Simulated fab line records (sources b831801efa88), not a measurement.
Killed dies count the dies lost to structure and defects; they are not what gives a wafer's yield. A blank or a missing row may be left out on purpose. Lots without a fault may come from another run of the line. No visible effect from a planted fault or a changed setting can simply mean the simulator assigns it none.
A lot that was struck, set against a sound lot -- flow sfq-line -- 42 steps out of a route of 325
Sound: wafers L884.1, L884.3, L884.6. Struck: wafer L896.3 (left out: L896.5, L896.6 of the same lot, which were not struck); the cause appears at the end.
For every step that has rows: the tool of each side, followed by ch and its chambers, followed by its first start. Under that, the readings that differ: sound wafers -- struck wafers -- difference of the means -- sigmas: that difference in standard deviations of wafers without a fault.
alike: same words and numbers on both sides, and readings whose means sit less than 2 such deviations apart. not compared: any withheld reading, any reading some wafer has no value for, any bound like >300 that may hide the same value, and any number with overlapping values for which the record gives no deviation.
A row with sigmas, a row that says differs or no value, or rows on one side alone: a step with any of these is where the two part. When numbers do not overlap yet have no deviation, they are printed without sigmas and do not part them. A reading that every wafer of one side lacks parts them only if that side has two wafers or more.

first, 6 steps without rows for these wafers: SFQ_TRILAYER_I0_VIA_LITHO_COAT_036 (resist thk 62 nm); SFQ_TRILAYER_I0_VIA_LITHO_COAT_031 (resist thk 650 nm); SFQ_TRILAYER_I0_VIA_LITHO_SOFTBAKE_035; SFQ_TRILAYER_I0_VIA_LITHO_EXPOSE_032 (exposes mask I0, target cd 500 nm); SFQ_TRILAYER_I0_VIA_LITHO_PEB_034 (peb time 60 s); SFQ_TRILAYER_I0_VIA_LITHO_DEVELOP_033 (time 60 s).
SFQ_I0_OVL_MEAS_908:
  sound on overlay-02, day 18 00:17; struck on overlay-02, day 22 16:06
  alike: I0_OVL
SFQ_TRILAYER_I0_VIA_BARC_OPEN_VIA_ETCH_046: etches BARC in O2, target depth 125 nm, time 41.7 s.
  sound on rie-diel-01 ch 2,3, day 18 00:19; struck on rie-diel-01 ch 0, day 22 16:07
  alike: drypump-motor-current-A, oes-product-au
  not compared: rf-hours-counter-h
then, 4 steps without rows for these wafers: SFQ_TRILAYER_I0_VIA_ETCH_VIA_ETCH_034 (etches SiO2 in CHF3, stops on Nb, target depth 260 nm); SFQ_TRILAYER_I0_VIA_STRIP_STRIP_035 (strips in O2); SFQ_TRILAYER_I0_VIA_STRIP_SOLV_CLEAN_036 (cleans in NMP, time 600 s); SFQ_TRILAYER_M1_DEP_PRE_CLEAN_038 (time 22.5 s).
SFQ_TRILAYER_M1_DEP_SPUTTER_037: material Nb, target thk 200 nm, time 133.3 s.
  sound on pvd-sputter-06, day 18 01:29; struck on pvd-sputter-05, day 22 17:05
reading,sound,struck,difference,sigmas
model.Nb_of_TRILAYER_M1_DEP_SPUTTER_037.thk-nm (nm),198.9 199.8 199.1,164.4,-34.9,
  alike: throttle-valve-pct
SFQ_M1_RS_MEAS_909: the measuring method here is four-point-probe.
  sound on film-metro-03, day 18 01:34; struck on film-metro-03, day 22 17:13
reading,sound,struck,difference,sigmas
M1_NB_RS (ohm/sq),0.894 0.891 0.896,1.087,+0.193,+21
then, 6 steps without rows for these wafers: SFQ_TRILAYER_M1_LITHO_COAT_044 (resist thk 62 nm); SFQ_TRILAYER_M1_LITHO_COAT_039 (resist thk 600 nm); SFQ_TRILAYER_M1_LITHO_SOFTBAKE_043; SFQ_TRILAYER_M1_LITHO_EXPOSE_040 (exposes mask M1, target cd 500 nm); SFQ_TRILAYER_M1_LITHO_PEB_042 (peb time 60 s); SFQ_TRILAYER_M1_LITHO_DEVELOP_041 (time 60 s).
-- the record jumps here: 6 days lie between the struck wafers' starts before and after --
SFQ_M1_OVL_MEAS_911:
  sound on overlay-02, day 24 13:14; struck on overlay-02, day 28 14:35
reading,sound,struck,difference,sigmas
M1_OVL (nm),9 8 8,-8,-16,-3
SFQ_TRILAYER_M1_BARC_OPEN_METAL_ETCH_054: etches BARC in O2, target depth 125 nm, time 41.7 s.
  sound on rie-metal-02 ch 0,1, day 24 13:16; struck on rie-metal-02 ch 0, day 28 14:38
  alike: drypump-motor-current-A, oes-product-au
  not compared: rf-hours-counter-h
SFQ_TRILAYER_M1_ETCH_METAL_ETCH_042: etches Nb in Cl2/Ar, stops on SiO2, target depth 240 nm, time 120 s.
  sound on rie-metal-02 ch 0,1, day 24 13:20; struck on rie-metal-02 ch 0, day 28 14:43
reading,sound,struck,difference,sigmas
oes-product-au (a.u.),0.891 0.897 0.890,0.802,-0.091,-13
  alike: drypump-motor-current-A
  not compared: rf-hours-counter-h
then, 2 steps without rows for these wafers: SFQ_TRILAYER_M1_STRIP_STRIP_043 (strips in O2); SFQ_TRILAYER_M1_STRIP_SOLV_CLEAN_044 (cleans in NMP, time 600 s).
SFQ_TRILAYER_I1_DEP_PECVD_045: deposits SiO2 from SiH4/N2O, time 111.11 s, target thk 500 nm.
  sound on pecvd-01 ch 0,2, day 24 14:14; struck on pecvd-02 ch 0, day 28 15:35
reading,sound,struck,difference,sigmas
throttle-valve-pct (%),25.5 27.3 27.2,22.7,-4.0,-3
  alike: heater-power-w
SFQ_TRILAYER_I1_CMP_CMP_046: polishes SiO2.
  sound on cmp-02 ch 0,1, day 24 14:19; struck on cmp-01 ch 1, day 29 07:12
  alike: motor-current-A, time-to-endpoint-s
SFQ_I1_BOW_MEAS_912:
  sound on film-metro-02, day 24 17:19; struck on film-metro-01, day 29 08:44
  alike: I1_BOW
then, 7 steps without rows for these wafers: SFQ_TRILAYER_I1_METRO_MEASURE_047; SFQ_TRILAYER_I1_VIA_LITHO_COAT_054 (resist thk 62 nm); SFQ_TRILAYER_I1_VIA_LITHO_COAT_049 (resist thk 650 nm); SFQ_TRILAYER_I1_VIA_LITHO_SOFTBAKE_053; SFQ_TRILAYER_I1_VIA_LITHO_EXPOSE_050 (exposes mask I1, target cd 500 nm); SFQ_TRILAYER_I1_VIA_LITHO_PEB_052 (peb time 60 s); SFQ_TRILAYER_I1_VIA_LITHO_DEVELOP_051 (time 60 s).
-- the record jumps here: 6 days lie between the struck wafers' starts before and after --
SFQ_I1_OVL_MEAS_913:
  sound on overlay-02, day 25 09:56; struck on overlay-02, day 35 02:44
  alike: I1_OVL
then, 1 step without rows for these wafers: SFQ_TRILAYER_I1_VIA_BARC_OPEN_VIA_ETCH_071 (etches BARC in O2, target depth 125 nm, time 41.7 s).
SFQ_TRILAYER_I1_VIA_ETCH_VIA_ETCH_052: etches SiO2 in CHF3, stops on Nb, target depth 260 nm.
  sound on rie-diel-04 ch 1,3, day 25 10:00; struck on rie-diel-04 ch 1, day 35 02:48
  alike: drypump-motor-current-A, oes-product-au
then, 3 steps without rows for these wafers: SFQ_TRILAYER_I1_VIA_STRIP_STRIP_053 (strips in O2); SFQ_TRILAYER_I1_VIA_STRIP_SOLV_CLEAN_054 (cleans in NMP, time 600 s); SFQ_TRILAYER_M2_DEP_PRE_CLEAN_056 (time 22.5 s).
-- the record jumps here: 48 days lie between the struck wafers' starts before and after --
SFQ_M8_BOW_MEAS_951:
  sound on film-metro-02, day 75 13:10; struck on film-metro-01, day 83 13:14
reading,sound,struck,difference,sigmas
model.etest.m1.ohm-um,1.802 1.803 1.801,2.178,+0.376,
model.etest.i0.link-ohm,1.958 1.97 1.978,2.209,+0.240,
model.etest.m1.ohm-sq,0.8952 0.8913 0.8944,1.083,+0.189,
model.etest.i1.link-ohm,1.964 1.964 1.965,2.154,+0.190,
  alike: M8_BOW

== WHERE THEY PART ==
First at SFQ_M1_RS_MEAS_909; last, within this record, at SFQ_TRILAYER_I1_DEP_PECVD_045. Later steps at which nothing parts them and some readings are alike: SFQ_TRILAYER_I1_CMP_CMP_046, SFQ_I1_BOW_MEAS_912, SFQ_I1_OVL_MEAS_913, SFQ_TRILAYER_I1_VIA_ETCH_VIA_ETCH_052, SFQ_M8_BOW_MEAS_951.

WHY: what the simulator had put in
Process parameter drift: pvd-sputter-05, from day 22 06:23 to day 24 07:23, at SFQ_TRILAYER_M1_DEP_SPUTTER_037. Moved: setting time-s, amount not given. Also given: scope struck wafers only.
